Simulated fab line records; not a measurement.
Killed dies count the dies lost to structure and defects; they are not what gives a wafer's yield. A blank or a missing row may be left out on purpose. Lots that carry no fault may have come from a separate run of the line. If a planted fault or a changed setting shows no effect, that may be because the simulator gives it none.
Chamber matching ; flow gf180mcu ; GF_V4_CVD_02 on pecvd-04 has 3 sister chambers
The step deposits SiO2 from TEOS, target thk 850 nm, time 94.851 s. 3 wafers are shown with their chamber, then 9 later ones without.

== WAFERS PAIRED WITH THEIR CHAMBERS ==
wafer;chamber;heater power w (W)
L081.6;0;732
L084.5;2;631
L084.6;1;576

== WAFERS WITH NO CHAMBER GIVEN ==
wafer;heater power w (W)
L085.2;713
L085.4;579
L085.6;740
L086.4;754
L086.5;573
L086.6;742
L093.4;500
L093.5;700
L093.6;788

== EACH ONE'S CHAMBER ==
wafer;from the rows above;in truth
L085.2;can't be placed: 0 or 2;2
L085.4;can't be placed: 1 or 2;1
L085.6;0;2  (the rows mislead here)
L086.4;0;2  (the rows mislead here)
L086.5;can't be placed: 1 or 2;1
L086.6;0;0
L093.4;can't be placed: 1 or 2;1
L093.5;can't be placed: 0 or 2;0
L093.6;0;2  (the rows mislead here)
Correct placement for 1 of the 9. Can't be placed from these rows: 5 (the true chamber is among the candidates in 5). 3 placed wrongly.
How it was worked out, from the rows above alone: a wafer's distance from a chamber is the root of the sum, over the readings, of the square of ((its reading less the chamber's mean) divided by the reading's scatter). If the next closest chamber is less than 2 further off than the closest, the wafer can't be placed; otherwise it belongs to the closest. For every chamber, the mean is computed from those of its wafers that are shown. The scatter: with one shown wafer a chamber, the root of the mean of the squares of how far each hidden wafer lies from its nearest shown one.
